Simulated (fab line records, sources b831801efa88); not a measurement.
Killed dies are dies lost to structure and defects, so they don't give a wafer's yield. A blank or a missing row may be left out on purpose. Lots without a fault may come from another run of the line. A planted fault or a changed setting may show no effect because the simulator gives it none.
fab line records | flow sky130
record lots=7 wafers=21 last_day=50
route steps=708 shown LDD_N@239
lots that met no fault: from a run of the same line without faults
start_h: hours from the record's first day to the start of the lot's first wafer shown | wait_h: hours since the lot's step before | " the same as in the row above | L1.1+2: a row that stands for several wafers | - no value, or no start given | * or withheld: withheld | < > ~ a bound
route shown NAME@n: a module of which the file shows steps, and the number in the route of the first | usual: mean/standard deviation of fault-free wafers | same: alike in all rows | chamber/n: place in a boat | sites: the reading at each site | _std_site: their standard deviation | _edge_site: outer sites' mean less inner sites' | radius_mm: how far each site lies from the wafer's centre | mask NAME#n: copy n | behind: the tool/chamber that last shaped the wafer | hold: why the lot was held/for how many hours/how that ended | device: the transistor (n, p or np) that didn't switch | end of line: the same wafers' tests at the end of the route | a step without rows: its recipe alone | killed: dies lost to structure and defects at the first sort, not the wafer's yield | map: a wafer's dies, x killed, . not, _ none there
set.NAME: the setting as run; set.NAME@STEP: as run at that earlier step | model.NAME: the simulator's own value behind a step, which no gauge read
lots at some steps of the route; a table a step, a row a wafer
services: from which hour (start_h, from the record's first day; less than 0 if before it) a tool's chamber was out of use, for how many hours, and why
## steps
# step SKY_LDD_N_COAT_02
# recipe resist=NOVOLAK spin_rpm=3000 resist_thk_nm=300
# step SKY_LDD_N_SOFTBAKE_03
# recipe temp_c=90 time_s=60 resist=NOVOLAK
# step SKY_LDD_N_EXPOSE_04
# recipe mask_id=NTM target_cd_nm=840 na=0.6 source_shape=conventional sigma_outer=0.6 dose_mj=110
# step SKY_LDD_N_PEB_05
# recipe temp_c=withheld time_s=* resist=NOVOLAK
# step SKY_LDD_N_DEVELOP_06
# recipe develop_time_s=60 dev_temp_c=23
# step SKY_LDD_N_OVL_MEAS_07
# usual LDD_N_OVL=0.2/1.3
# columns lot.wafer tool chamber start_h wait_h LDD_N_OVL[nm]
L358.4 overlay-02 - 480.88 0.1 1.1
L358.5 " - " " -0.1
L358.6 " - " " 1.5
L360.1 overlay-01 - 496.80 0.1 -1.0
L360.2 " - " " 1.2
L360.4 " - " " 3.0
L361.1 overlay-01 - 506.16 0.1 1.4
L361.2 " - " " -0.1
L361.4 " - " " 1.0
L362.3 overlay-01 - 511.47 0.1 1.1
L362.4 " - " " 2.8
L362.6 " - " " 2.7
L367.1 overlay-02 - 574.15 0.1 -0.6
L367.2 " - " " -0.5
L367.3 " - " " 0.3
L366.3 overlay-02 - 574.46 0.1 1.9
L366.4 " - " " 0.5
L366.6 " - " " 1.6
L372.1 overlay-02 - 598.05 0.1 0.8
L372.5 " - " " 0.6
L372.6 " - " " -0.2
# step SKY_LDD_N_IMPLANT_08
# recipe species=As energy_kev=20 dose_cm2=7.5e+13 tilt_deg=withheld rotation_deg=23
# step SKY_LDD_N_IMPLANT_09
# recipe species=As energy_kev=20 dose_cm2=7.5e+13 tilt_deg=withheld rotation_deg=113
# step SKY_LDD_N_IMPLANT_10
# recipe species=As energy_kev=20 dose_cm2=7.5e+13 tilt_deg=withheld rotation_deg=203
# step SKY_LDD_N_IMPLANT_11
# recipe species=As energy_kev=20 dose_cm2=7.5e+13 tilt_deg=withheld rotation_deg=293
# step SKY_LDD_N_IMPLANT_12
# recipe species=BF2 energy_kev=50 dose_cm2=5e+12 tilt_deg=30 rotation_deg=0
# step SKY_LDD_N_IMPLANT_13
# recipe species=BF2 energy_kev=50 dose_cm2=5e+12 tilt_deg=30 rotation_deg=90
# step SKY_LDD_N_IMPLANT_14
# recipe species=BF2 energy_kev=50 dose_cm2=5e+12 tilt_deg=30 rotation_deg=180
# usual beam_energy_keV=49.999/0.016 beam_on_s=9.99/0.2 tilt_deg=30.003/0.02
# columns lot.wafer tool chamber start_h wait_h beam_energy_keV beam_on_s tilt_deg
L358.4 implanter-03 0 481.87 0.1 49.988 10.16 30.043
L358.5 " 0 " " 49.992 9.85 30.007
L358.6 " 0 " " 49.991 10.13 30.005
L360.1 implanter-02 - 497.74 0.1 - - -
L360.2 " - " " - - -
L360.4 " - " " - - -
L361.1 implanter-02 - 507.10 0.1 - - -
L361.2 " - " " - - -
L361.4 " - " " - - -
L362.3 implanter-04 - 512.45 0.1 - - -
L362.4 " - " " - - -
L362.6 " - " " - - -
L367.1 implanter-02 0 575.09 0.1 50.002 10.02 30.009
L367.2 " 0 " " 50.013 9.79 30.008
L367.3 " 0 " " 50.037 9.98 30.015
L366.3 implanter-03 0 575.64 0.1 49.982 10.09 29.994
L366.4 " 0 " " 49.962 9.96 30.062
L366.6 " 0 " " 49.963 10.17 29.992
L372.1 implanter-03 0 598.99 0.1 49.987 10.12 29.980
L372.5 " 0 " " 49.988 10.08 29.970
L372.6 " 0 " " 49.996 9.81 29.960
# step SKY_LDD_N_IMPLANT_15
# recipe species=BF2 energy_kev=50 dose_cm2=5e+12 tilt_deg=30 rotation_deg=270
## services
# columns tool chamber start_h hours kind
implanter-04 - 475.26 3.5 repair
implanter-03 - 558.72 3.1 pm
implanter-03 - 571.96 2.7 repair
## key
first_sign step=SKY_LDD_N_IMPLANT_14 reading=tool_record direction=missing
effect none on later readings
met_at SKY_LDD_N_IMPLANT_14
struck_wafers L360.1,L360.2,L360.4,L361.1,L361.2,L361.4,L362.3,L362.4,L362.6
later_rows_left_out L360.1,L360.2,L360.4,L361.1,L361.2,L361.4,L362.3,L362.4,L362.6
sort_left_out L360.1,L360.2,L360.4,L361.1,L361.2,L361.4,L362.3,L362.4,L362.6
tester_left_out L360,L361,L362
fault kind=skipped_step_whole tool=implanter-02,implanter-04 chamber=- onset_h=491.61 steps=SKY_LDD_N_IMPLANT_14 scope=struck_lots_only
# tester_left_out: of these lots the tester's yield and bins aren't shown, on N5 and GAA mostly nor the transistor test; their killed dies are dies lost to structure and defects alone, not to doping, threshold or leakage, so they don't give the yield
# sort_left_out: the simulated sort isn't trusted on such a fault, so these wafers' sort isn't shown, and their yield isn't known
# later_rows_left_out: the simulator's readings of these wafers behind a module that went badly wrong aren't trusted and aren't shown, but for the sort
